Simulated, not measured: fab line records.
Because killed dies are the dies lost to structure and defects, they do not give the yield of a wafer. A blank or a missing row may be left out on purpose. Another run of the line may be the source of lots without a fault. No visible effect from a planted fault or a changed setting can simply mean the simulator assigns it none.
fab line records || flow gf180mcu
record {"lots": 6, "wafers": 18, "last-day": 34}
route steps=602 shown M5@539 V5@540
lots that met no fault: taken from a fault-free run of the same line
start-h: hours from the record's first day to the start of the lot's first wafer shown || wait-h: hours since the lot's step before || " as in the row above || L1.1+2: a single row standing in for several wafers || - either no value or no given start || * or withheld: withheld || < > ~ a bound
route shown NAME@n: NAME is a module with steps in the file, n the number in the route of the first one || usual: mean/standard deviation taken from wafers without a fault || same: alike in all rows || chamber/n: place in a boat || sites: the reading at each site || _std_site: their standard deviation || _edge_site: the outer-site mean with the inner-site mean subtracted || radius-mm: for every site, how far away it sits from the centre of the wafer || mask NAME#n: copy n || behind: the most recent tool/chamber to have shaped the wafer || hold: what put the lot on hold/how long, in hours/how the hold closed || device: names the non-switching transistor (n, p or np) || end of line: the same wafers' tests at the end of the route || where a step has no rows: the recipe by itself || killed: the dies lost at the first sort to structure and to defects; this is not the yield of the wafer || map: a wafer's dies, x killed, . not, _ none there
set.NAME: the run value of the setting; set.NAME@STEP: its run value at that earlier step || model.NAME: the simulator's own value behind a step, which no gauge read
lots seen at some steps along the route; tables by step, rows by wafer
services: a tool's chamber out of use, with start hour (start-h, from the record's first day; less than 0 if before it), hours out, and reason
## steps
# step GF_M5_CLEAN_13
# recipe {"chemistry": "DIW", "dry": "n2-spin"}
# step GF_V5_CVD_00
# recipe {"material": "SiO2", "target-thk-nm": 300, "sigma-open-frac": 0.3, "temp-c": 400, "time-s": 50, "sih4-flow-sccm": 60, "pressure-mtorr": 6}
# step GF_V5_THK_MEAS_01
# recipe {"reads": "SiO2_of_V5_CVD_00"}
# usual {"V5_CVD_00_THK": "299.3/2.6"}
{"lot.wafer": "L619.3", "tool": "film-metro-01", "chamber": "-", "start-h": 608.22, "wait-h": 0.0, "V5_CVD_00_THK[nm]": 296.0}
{"lot.wafer": "L619.4", "tool": "film-metro-01", "chamber": "-", "start-h": 608.22, "wait-h": 0.0, "V5_CVD_00_THK[nm]": 295.7}
{"lot.wafer": "L619.5", "tool": "film-metro-01", "chamber": "-", "start-h": 608.22, "wait-h": 0.0, "V5_CVD_00_THK[nm]": 303.8}
{"lot.wafer": "L620.1", "tool": "film-metro-02", "chamber": "-", "start-h": 621.51, "wait-h": 0.0, "V5_CVD_00_THK[nm]": 300.2}
{"lot.wafer": "L620.3", "tool": "film-metro-02", "chamber": "-", "start-h": 621.51, "wait-h": 0.0, "V5_CVD_00_THK[nm]": 299.0}
{"lot.wafer": "L620.4", "tool": "film-metro-02", "chamber": "-", "start-h": 621.51, "wait-h": 0.0, "V5_CVD_00_THK[nm]": 296.4}
{"lot.wafer": "L625.1", "tool": "film-metro-01", "chamber": "-", "start-h": 665.68, "wait-h": 0.0, "V5_CVD_00_THK[nm]": 299.3}
{"lot.wafer": "L625.2", "tool": "film-metro-01", "chamber": "-", "start-h": 665.68, "wait-h": 0.0, "V5_CVD_00_THK[nm]": 301.5}
{"lot.wafer": "L625.6", "tool": "film-metro-01", "chamber": "-", "start-h": 665.68, "wait-h": 0.0, "V5_CVD_00_THK[nm]": 298.6}
{"lot.wafer": "L638.3", "tool": "film-metro-02", "chamber": "-", "start-h": 745.34, "wait-h": 0.0, "V5_CVD_00_THK[nm]": 301.0}
{"lot.wafer": "L638.4", "tool": "film-metro-02", "chamber": "-", "start-h": 745.34, "wait-h": 0.0, "V5_CVD_00_THK[nm]": 302.3}
{"lot.wafer": "L638.6", "tool": "film-metro-02", "chamber": "-", "start-h": 745.34, "wait-h": 0.0, "V5_CVD_00_THK[nm]": 296.5}
{"lot.wafer": "L639.2", "tool": "film-metro-02", "chamber": "-", "start-h": 750.54, "wait-h": 0.0, "V5_CVD_00_THK[nm]": 298.8}
{"lot.wafer": "L639.3", "tool": "film-metro-02", "chamber": "-", "start-h": 750.54, "wait-h": 0.0, "V5_CVD_00_THK[nm]": 300.6}
{"lot.wafer": "L639.5", "tool": "film-metro-02", "chamber": "-", "start-h": 750.54, "wait-h": 0.0, "V5_CVD_00_THK[nm]": 299.5}
{"lot.wafer": "L642.1", "tool": "film-metro-02", "chamber": "-", "start-h": 763.98, "wait-h": 0.0, "V5_CVD_00_THK[nm]": 302.5}
{"lot.wafer": "L642.4", "tool": "film-metro-02", "chamber": "-", "start-h": 763.98, "wait-h": 0.0, "V5_CVD_00_THK[nm]": 296.9}
{"lot.wafer": "L642.5", "tool": "film-metro-02", "chamber": "-", "start-h": 763.98, "wait-h": 0.0, "V5_CVD_00_THK[nm]": 306.4}
# step GF_V5_CVD_02
# recipe {"material": "SiO2", "target-thk-nm": 1450, "precursor": "TEOS", "temp-c": 400, "time-s": 163.28, "rf-w": 600}
# usual {"heater-power-w": "657/87", "susceptor-temp-C": "400.03/0.22"}
{"lot.wafer": "L619.3", "tool": "pecvd-01", "chamber": 1, "start-h": 608.26, "wait-h": 0.0, "heater-power-w": 543, "since-wet-clean-h": 225, "susceptor-temp-C": 400.37}
{"lot.wafer": "L619.4", "tool": "pecvd-01", "chamber": 1, "start-h": 608.26, "wait-h": 0.0, "heater-power-w": 603, "since-wet-clean-h": "-", "susceptor-temp-C": 400.48}
{"lot.wafer": "L619.5", "tool": "pecvd-01", "chamber": 0, "start-h": 608.26, "wait-h": 0.0, "heater-power-w": 621, "since-wet-clean-h": "-", "susceptor-temp-C": 399.56}
{"lot.wafer": "L620.1", "tool": "pecvd-03", "chamber": 2, "start-h": 621.57, "wait-h": 0.1, "heater-power-w": 739, "since-wet-clean-h": 655, "susceptor-temp-C": 399.88}
{"lot.wafer": "L620.3", "tool": "pecvd-03", "chamber": 0, "start-h": 621.57, "wait-h": 0.1, "heater-power-w": 846, "since-wet-clean-h": 655, "susceptor-temp-C": 400.24}
{"lot.wafer": "L620.4", "tool": "pecvd-03", "chamber": 1, "start-h": 621.57, "wait-h": 0.1, "heater-power-w": 738, "since-wet-clean-h": "-", "susceptor-temp-C": 400.07}
{"lot.wafer": "L625.1", "tool": "pecvd-03", "chamber": 1, "start-h": 665.74, "wait-h": 0.1, "heater-power-w": 708, "since-wet-clean-h": 699, "susceptor-temp-C": 400.02}
{"lot.wafer": "L625.2", "tool": "pecvd-03", "chamber": 0, "start-h": 665.74, "wait-h": 0.1, "heater-power-w": 724, "since-wet-clean-h": 699, "susceptor-temp-C": 399.56}
{"lot.wafer": "L625.6", "tool": "pecvd-03", "chamber": 2, "start-h": 665.74, "wait-h": 0.1, "heater-power-w": 621, "since-wet-clean-h": "-", "susceptor-temp-C": 400.25}
{"lot.wafer": "L638.3", "tool": "pecvd-01", "chamber": 1, "start-h": 745.38, "wait-h": 0.0, "heater-power-w": 620, "since-wet-clean-h": 363, "susceptor-temp-C": 399.82}
{"lot.wafer": "L638.4", "tool": "pecvd-01", "chamber": 2, "start-h": 745.38, "wait-h": 0.0, "heater-power-w": 727, "since-wet-clean-h": "-", "susceptor-temp-C": 399.79}
{"lot.wafer": "L638.6", "tool": "pecvd-01", "chamber": 1, "start-h": 745.38, "wait-h": 0.0, "heater-power-w": 515, "since-wet-clean-h": "-", "susceptor-temp-C": 400.15}
{"lot.wafer": "L639.2", "tool": "pecvd-01", "chamber": 1, "start-h": 750.59, "wait-h": 0.0, "heater-power-w": 543, "since-wet-clean-h": 368, "susceptor-temp-C": 400.12}
{"lot.wafer": "L639.3", "tool": "pecvd-01", "chamber": 2, "start-h": 750.59, "wait-h": 0.0, "heater-power-w": 677, "since-wet-clean-h": 368, "susceptor-temp-C": 400.05}
{"lot.wafer": "L639.5", "tool": "pecvd-01", "chamber": 1, "start-h": 750.59, "wait-h": 0.0, "heater-power-w": 616, "since-wet-clean-h": "-", "susceptor-temp-C": 399.92}
{"lot.wafer": "L642.1", "tool": "pecvd-04", "chamber": 0, "start-h": 764.04, "wait-h": 0.1, "heater-power-w": 542, "since-wet-clean-h": 589, "susceptor-temp-C": 399.95}
{"lot.wafer": "L642.4", "tool": "pecvd-04", "chamber": 2, "start-h": 764.04, "wait-h": 0.1, "heater-power-w": 707, "since-wet-clean-h": "-", "susceptor-temp-C": 399.89}
{"lot.wafer": "L642.5", "tool": "pecvd-04", "chamber": 0, "start-h": 764.04, "wait-h": 0.1, "heater-power-w": 590, "since-wet-clean-h": "-", "susceptor-temp-C": 399.82}
# step GF_V5_THK_MEAS_03
# recipe {"reads": "SiO2_of_V5_CVD_02"}
# usual {"V5_CVD_02_THK": "1449/18"}
{"lot.wafer": "L619.3", "tool": "film-metro-04", "chamber": "-", "start-h": 608.38, "wait-h": 0.1, "V5_CVD_02_THK[nm]": 1417}
{"lot.wafer": "L619.4", "tool": "film-metro-04", "chamber": "-", "start-h": 608.38, "wait-h": 0.1, "V5_CVD_02_THK[nm]": 1428}
{"lot.wafer": "L619.5", "tool": "film-metro-04", "chamber": "-", "start-h": 608.38, "wait-h": 0.1, "V5_CVD_02_THK[nm]": 1459}
{"lot.wafer": "L620.1", "tool": "film-metro-01", "chamber": "-", "start-h": 621.68, "wait-h": 0.1, "V5_CVD_02_THK[nm]": 1447}
{"lot.wafer": "L620.3", "tool": "film-metro-01", "chamber": "-", "start-h": 621.68, "wait-h": 0.1, "V5_CVD_02_THK[nm]": 1441}
{"lot.wafer": "L620.4", "tool": "film-metro-01", "chamber": "-", "start-h": 621.68, "wait-h": 0.1, "V5_CVD_02_THK[nm]": 1459}
{"lot.wafer": "L625.1", "tool": "film-metro-02", "chamber": "-", "start-h": 665.84, "wait-h": 0.1, "V5_CVD_02_THK[nm]": 1449}
{"lot.wafer": "L625.2", "tool": "film-metro-02", "chamber": "-", "start-h": 665.84, "wait-h": 0.1, "V5_CVD_02_THK[nm]": 1446}
{"lot.wafer": "L625.6", "tool": "film-metro-02", "chamber": "-", "start-h": 665.84, "wait-h": 0.1, "V5_CVD_02_THK[nm]": 1462}
{"lot.wafer": "L638.3", "tool": "film-metro-01", "chamber": "-", "start-h": 745.51, "wait-h": 0.1, "V5_CVD_02_THK[nm]": 1438}
{"lot.wafer": "L638.4", "tool": "film-metro-01", "chamber": "-", "start-h": 745.51, "wait-h": 0.1, "V5_CVD_02_THK[nm]": 1456}
{"lot.wafer": "L638.6", "tool": "film-metro-01", "chamber": "-", "start-h": 745.51, "wait-h": 0.1, "V5_CVD_02_THK[nm]": 1463}
{"lot.wafer": "L639.2", "tool": "film-metro-02", "chamber": "-", "start-h": 750.71, "wait-h": 0.1, "V5_CVD_02_THK[nm]": 1418}
{"lot.wafer": "L639.3", "tool": "film-metro-02", "chamber": "-", "start-h": 750.71, "wait-h": 0.1, "V5_CVD_02_THK[nm]": 1440}
{"lot.wafer": "L639.5", "tool": "film-metro-02", "chamber": "-", "start-h": 750.71, "wait-h": 0.1, "V5_CVD_02_THK[nm]": 1447}
{"lot.wafer": "L642.1", "tool": "film-metro-02", "chamber": "-", "start-h": 764.15, "wait-h": 0.1, "V5_CVD_02_THK[nm]": 1454}
{"lot.wafer": "L642.4", "tool": "film-metro-02", "chamber": "-", "start-h": 764.15, "wait-h": 0.1, "V5_CVD_02_THK[nm]": 1482}
{"lot.wafer": "L642.5", "tool": "film-metro-02", "chamber": "-", "start-h": 764.15, "wait-h": 0.1, "V5_CVD_02_THK[nm]": 1461}
# step GF_V5_CMP_04
# recipe {"material": "SiO2", "down-force-psi": 4, "platen-rpm": 60, "pad-velocity-m-s": 0.94248}
# usual {"motor-current-A": "11.8/1.1", "retaining-ring-pressure-frac": "1.000/0.0053"}
{"lot.wafer": "L619.3", "tool": "cmp-01", "chamber": 0, "start-h": 608.47, "wait-h": 0.1, "motor-current-A": 10.2, "retaining-ring-pressure-frac": 1.001}
{"lot.wafer": "L619.4", "tool": "cmp-01", "chamber": 2, "start-h": 608.47, "wait-h": 0.1, "motor-current-A": 10.5, "retaining-ring-pressure-frac": 0.995}
{"lot.wafer": "L619.5", "tool": "cmp-01", "chamber": 3, "start-h": 608.47, "wait-h": 0.1, "motor-current-A": 13.1, "retaining-ring-pressure-frac": 1.000}
{"lot.wafer": "L620.1", "tool": "cmp-01", "chamber": 2, "start-h": 621.74, "wait-h": 0.1, "motor-current-A": 9.9, "retaining-ring-pressure-frac": 0.998}
{"lot.wafer": "L620.4", "tool": "cmp-01", "chamber": 3, "start-h": 621.74, "wait-h": 0.1, "motor-current-A": 13.2, "retaining-ring-pressure-frac": 0.999}
{"lot.wafer": "L620.3", "tool": "cmp-01", "chamber": 0, "start-h": 621.74, "wait-h": 0.1, "motor-current-A": 10.5, "retaining-ring-pressure-frac": 0.997}
{"lot.wafer": "L625.2", "tool": "cmp-01", "chamber": 3, "start-h": 666.02, "wait-h": 0.2, "motor-current-A": 12.8, "retaining-ring-pressure-frac": 1.007}
{"lot.wafer": "L625.1", "tool": "cmp-01", "chamber": 0, "start-h": 666.02, "wait-h": 0.2, "motor-current-A": 10.4, "retaining-ring-pressure-frac": 0.990}
{"lot.wafer": "L625.6", "tool": "cmp-01", "chamber": 3, "start-h": 666.02, "wait-h": 0.2, "motor-current-A": 13.4, "retaining-ring-pressure-frac": 0.998}
{"lot.wafer": "L638.3", "tool": "cmp-02", "chamber": 3, "start-h": 745.64, "wait-h": 0.1, "motor-current-A": 11.9, "retaining-ring-pressure-frac": 0.994}
{"lot.wafer": "L638.4", "tool": "cmp-02", "chamber": 0, "start-h": 745.64, "wait-h": 0.1, "motor-current-A": 11.0, "retaining-ring-pressure-frac": 1.008}
{"lot.wafer": "L638.6", "tool": "cmp-02", "chamber": 3, "start-h": 745.64, "wait-h": 0.1, "motor-current-A": 12.8, "retaining-ring-pressure-frac": 0.999}
{"lot.wafer": "L639.2", "tool": "cmp-02", "chamber": 1, "start-h": 750.81, "wait-h": 0.1, "motor-current-A": 12.4, "retaining-ring-pressure-frac": 1.009}
{"lot.wafer": "L639.3", "tool": "cmp-02", "chamber": 2, "start-h": 750.81, "wait-h": 0.1, "motor-current-A": 11.0, "retaining-ring-pressure-frac": 1.000}
{"lot.wafer": "L639.5", "tool": "cmp-02", "chamber": 0, "start-h": 750.81, "wait-h": 0.1, "motor-current-A": 11.1, "retaining-ring-pressure-frac": 0.989}
{"lot.wafer": "L642.1", "tool": "cmp-02", "chamber": 0, "start-h": 764.27, "wait-h": 0.1, "motor-current-A": 10.9, "retaining-ring-pressure-frac": 0.996}
{"lot.wafer": "L642.4", "tool": "cmp-02", "chamber": 1, "start-h": 764.27, "wait-h": 0.1, "motor-current-A": 12.3, "retaining-ring-pressure-frac": 1.009}
{"lot.wafer": "L642.5", "tool": "cmp-02", "chamber": 3, "start-h": 764.27, "wait-h": 0.1, "motor-current-A": 11.7, "retaining-ring-pressure-frac": 0.997}
# step GF_V5_BOW_MEAS_05
# recipe {"mode": "bow"}
# usual {"V5_BOW": "136/9.4"}
{"lot.wafer": "L619.3", "tool": "film-metro-02", "chamber": "-", "start-h": 608.76, "wait-h": 0.2, "V5_BOW[um]": 138}
{"lot.wafer": "L619.4", "tool": "film-metro-02", "chamber": "-", "start-h": 608.76, "wait-h": 0.2, "V5_BOW[um]": 140}
{"lot.wafer": "L619.5", "tool": "film-metro-02", "chamber": "-", "start-h": 608.76, "wait-h": 0.2, "V5_BOW[um]": 144}
{"lot.wafer": "L620.1", "tool": "film-metro-01", "chamber": "-", "start-h": 622.04, "wait-h": 0.2, "V5_BOW[um]": 148}
{"lot.wafer": "L620.3", "tool": "film-metro-01", "chamber": "-", "start-h": 622.04, "wait-h": 0.2, "V5_BOW[um]": 138}
{"lot.wafer": "L620.4", "tool": "film-metro-01", "chamber": "-", "start-h": 622.04, "wait-h": 0.2, "V5_BOW[um]": 141}
{"lot.wafer": "L625.1", "tool": "film-metro-01", "chamber": "-", "start-h": 666.27, "wait-h": 0.1, "V5_BOW[um]": 139}
{"lot.wafer": "L625.2", "tool": "film-metro-01", "chamber": "-", "start-h": 666.27, "wait-h": 0.1, "V5_BOW[um]": 131}
{"lot.wafer": "L625.6", "tool": "film-metro-01", "chamber": "-", "start-h": 666.27, "wait-h": 0.1, "V5_BOW[um]": 136}
{"lot.wafer": "L638.3", "tool": "film-metro-04", "chamber": "-", "start-h": 745.98, "wait-h": 0.3, "V5_BOW[um]": 140}
{"lot.wafer": "L638.4", "tool": "film-metro-04", "chamber": "-", "start-h": 745.98, "wait-h": 0.3, "V5_BOW[um]": 131}
{"lot.wafer": "L638.6", "tool": "film-metro-04", "chamber": "-", "start-h": 745.98, "wait-h": 0.3, "V5_BOW[um]": 138}
{"lot.wafer": "L639.2", "tool": "film-metro-02", "chamber": "-", "start-h": 751.08, "wait-h": 0.2, "V5_BOW[um]": 130}
{"lot.wafer": "L639.3", "tool": "film-metro-02", "chamber": "-", "start-h": 751.08, "wait-h": 0.2, "V5_BOW[um]": 137}
{"lot.wafer": "L639.5", "tool": "film-metro-02", "chamber": "-", "start-h": 751.08, "wait-h": 0.2, "V5_BOW[um]": 130}
{"lot.wafer": "L642.1", "tool": "film-metro-01", "chamber": "-", "start-h": 764.52, "wait-h": 0.2, "V5_BOW[um]": 137}
{"lot.wafer": "L642.4", "tool": "film-metro-01", "chamber": "-", "start-h": 764.52, "wait-h": 0.2, "V5_BOW[um]": 138}
{"lot.wafer": "L642.5", "tool": "film-metro-01", "chamber": "-", "start-h": 764.52, "wait-h": 0.2, "V5_BOW[um]": 138}
# step GF_V5_DEHYDRATE_06
# recipe {"temp-c": 200, "time-s": 60}
# step GF_V5_HMDS_07
# recipe {"prime-time-s": 60, "prime-temp-c": 120}
# step GF_V5_COAT_08
# recipe {"resist": "BARC", "temp-c": "withheld", "time-s": "withheld", "spin-rpm": "withheld", "resist-thk-nm": "withheld"}
# step GF_V5_COAT_09
# recipe {"resist": "KrF", "spin-rpm": "withheld", "resist-thk-nm": 1000}
# step GF_V5_SOFTBAKE_10
# recipe {"temp-c": 130, "time-s": 60, "resist": "KrF"}
# step GF_V5_EXPOSE_11
# recipe {"mask-id": "Via5", "target-cd-nm": 260, "na": 0.68, "source-shape": "conventional", "sigma-outer": 0.6, "dose-mj": 38}
# usual {"exposure-dose-mJ-cm2": "38.44/0.26", "focus-offset-nm": "-0.1/0.49"}
{"lot.wafer": "L619.3", "tool": "krf-scanner-02", "chamber": 0, "start-h": 619.76, "wait-h": "-", "mask": "Via5#0", "exposure-dose-mJ-cm2": 38.67, "focus-offset-nm": 0.7}
{"lot.wafer": "L619.4", "tool": "krf-scanner-02", "chamber": 0, "start-h": 619.76, "wait-h": "-", "mask": "Via5#0", "exposure-dose-mJ-cm2": 38.55, "focus-offset-nm": -0.8}
{"lot.wafer": "L619.5", "tool": "krf-scanner-02", "chamber": 0, "start-h": 619.76, "wait-h": "-", "mask": "Via5#0", "exposure-dose-mJ-cm2": 38.63, "focus-offset-nm": 0.4}
{"lot.wafer": "L620.1", "tool": "krf-scanner-02", "chamber": 0, "start-h": 632.07, "wait-h": "-", "mask": "Via5#0", "exposure-dose-mJ-cm2": 38.63, "focus-offset-nm": 0.0}
{"lot.wafer": "L620.3", "tool": "krf-scanner-02", "chamber": 0, "start-h": 632.07, "wait-h": "-", "mask": "Via5#0", "exposure-dose-mJ-cm2": 38.61, "focus-offset-nm": -0.2}
{"lot.wafer": "L620.4", "tool": "krf-scanner-02", "chamber": 0, "start-h": 632.07, "wait-h": "-", "mask": "Via5#0", "exposure-dose-mJ-cm2": 38.62, "focus-offset-nm": -0.1}
{"lot.wafer": "L625.1", "tool": "krf-scanner-02", "chamber": 0, "start-h": 675.58, "wait-h": "-", "mask": "Via5#0", "exposure-dose-mJ-cm2": 38.61, "focus-offset-nm": -0.6}
{"lot.wafer": "L625.2", "tool": "krf-scanner-02", "chamber": 0, "start-h": 675.58, "wait-h": "-", "mask": "Via5#0", "exposure-dose-mJ-cm2": 38.61, "focus-offset-nm": 1.0}
{"lot.wafer": "L625.6", "tool": "krf-scanner-02", "chamber": 0, "start-h": 675.58, "wait-h": "-", "mask": "Via5#0", "exposure-dose-mJ-cm2": 38.64, "focus-offset-nm": 0}
{"lot.wafer": "L638.3", "tool": "krf-scanner-01", "chamber": "-", "start-h": 754.26, "wait-h": "-", "mask": "Via5#0", "exposure-dose-mJ-cm2": "-", "focus-offset-nm": "-"}
{"lot.wafer": "L638.4", "tool": "krf-scanner-01", "chamber": "-", "start-h": 754.26, "wait-h": "-", "mask": "Via5#0", "exposure-dose-mJ-cm2": "-", "focus-offset-nm": "-"}
{"lot.wafer": "L638.6", "tool": "krf-scanner-01", "chamber": "-", "start-h": 754.26, "wait-h": "-", "mask": "Via5#0", "exposure-dose-mJ-cm2": "-", "focus-offset-nm": "-"}
{"lot.wafer": "L639.2", "tool": "krf-scanner-02", "chamber": "-", "start-h": 759.90, "wait-h": "-", "mask": "Via5#0", "exposure-dose-mJ-cm2": "-", "focus-offset-nm": "-"}
{"lot.wafer": "L639.3", "tool": "krf-scanner-02", "chamber": "-", "start-h": 759.90, "wait-h": "-", "mask": "Via5#0", "exposure-dose-mJ-cm2": "-", "focus-offset-nm": "-"}
{"lot.wafer": "L639.5", "tool": "krf-scanner-02", "chamber": "-", "start-h": 759.90, "wait-h": "-", "mask": "Via5#0", "exposure-dose-mJ-cm2": "-", "focus-offset-nm": "-"}
{"lot.wafer": "L642.1", "tool": "krf-scanner-02", "chamber": 0, "start-h": 772.75, "wait-h": "-", "mask": "Via5#0", "exposure-dose-mJ-cm2": 38.64, "focus-offset-nm": 0.0}
{"lot.wafer": "L642.4", "tool": "krf-scanner-02", "chamber": 0, "start-h": 772.75, "wait-h": "-", "mask": "Via5#0", "exposure-dose-mJ-cm2": 38.69, "focus-offset-nm": -0.1}
{"lot.wafer": "L642.5", "tool": "krf-scanner-02", "chamber": 0, "start-h": 772.75, "wait-h": "-", "mask": "Via5#0", "exposure-dose-mJ-cm2": 38.64, "focus-offset-nm": -0.6}
# step GF_V5_PEB_12
# recipe {"peb-temp-c": 135, "peb-time-s": 90, "resist": "KrF"}
## services
{"tool": "pecvd-04", "chamber": "-", "start-h": 599.79, "hours": 28.1, "kind": "pm"}
{"tool": "pecvd-03", "chamber": 0, "start-h": 606.01, "hours": 10.3, "kind": "repair"}
{"tool": "krf-scanner-01", "chamber": "-", "start-h": 629.04, "hours": 0.8, "kind": "pm"}
{"tool": "krf-scanner-01", "chamber": "-", "start-h": 630.85, "hours": 4.0, "kind": "pm"}
{"tool": "krf-scanner-01", "chamber": "-", "start-h": 640.79, "hours": 0.3, "kind": "repair"}
{"tool": "krf-scanner-01", "chamber": "-", "start-h": 642.57, "hours": 2.1, "kind": "repair"}
{"tool": "krf-scanner-02", "chamber": "-", "start-h": 659.62, "hours": 0.8, "kind": "pm"}
{"tool": "krf-scanner-01", "chamber": "-", "start-h": 675.08, "hours": 1.3, "kind": "pm"}
{"tool": "krf-scanner-01", "chamber": "-", "start-h": 677.07, "hours": 0.3, "kind": "repair"}
{"tool": "pecvd-01", "chamber": 2, "start-h": 680.13, "hours": 4.6, "kind": "repair"}
{"tool": "pecvd-03", "chamber": "-", "start-h": 681.82, "hours": 0.5, "kind": "repair"}
{"tool": "cmp-02", "chamber": "-", "start-h": 691.50, "hours": 1.0, "kind": "repair"}
{"tool": "cmp-01", "chamber": "-", "start-h": 692.70, "hours": 4.6, "kind": "pm"}
{"tool": "krf-scanner-02", "chamber": "-", "start-h": 710.57, "hours": 1.3, "kind": "pm"}
{"tool": "cmp-01", "chamber": "-", "start-h": 710.75, "hours": 2.5, "kind": "repair"}
{"tool": "cmp-02", "chamber": "-", "start-h": 715.96, "hours": 6.3, "kind": "pm"}
{"tool": "krf-scanner-02", "chamber": "-", "start-h": 720.14, "hours": 0.7, "kind": "repair"}
{"tool": "krf-scanner-02", "chamber": "-", "start-h": 726.24, "hours": 1.0, "kind": "pm"}
{"tool": "krf-scanner-02", "chamber": "-", "start-h": 742.61, "hours": 2.4, "kind": "repair"}
{"tool": "cmp-01", "chamber": "-", "start-h": 744.13, "hours": 4.0, "kind": "pm"}
{"tool": "krf-scanner-01", "chamber": "-", "start-h": 748.70, "hours": 1.0, "kind": "pm"}
{"tool": "krf-scanner-01", "chamber": "-", "start-h": 755.62, "hours": 0.3, "kind": "repair"}
{"tool": "cmp-01", "chamber": "-", "start-h": 757.30, "hours": 7.5, "kind": "pm"}
{"tool": "pecvd-03", "chamber": "-", "start-h": 759.68, "hours": 1.1, "kind": "repair"}
## key
first-sign {"step": "GF_V5_EXPOSE_11", "reading": "tool-record", "direction": "missing"}
effect none on later readings
met-at GF_V5_EXPOSE_11
struck-wafers L638.3,L638.4,L638.6,L639.2,L639.3,L639.5
later-rows-left-out L638.3,L638.4,L638.6,L639.2,L639.3,L639.5
sort-left-out L638.3,L638.4,L638.6,L639.2,L639.3,L639.5
onset-between 675.58 754.26
fault {"kind": "skipped-step-whole", "tool": "krf-scanner-01,krf-scanner-02", "chamber": "-", "onset-h": 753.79, "steps": "GF_V5_EXPOSE_11", "scope": "struck-lots-only"}
# sort-left-out: the simulated sort isn't trusted on such a fault, so these wafers' sort isn't shown, and their yield isn't known
# later-rows-left-out: the simulator's readings of these wafers behind a module that went badly wrong aren't trusted and aren't shown, but for the sort
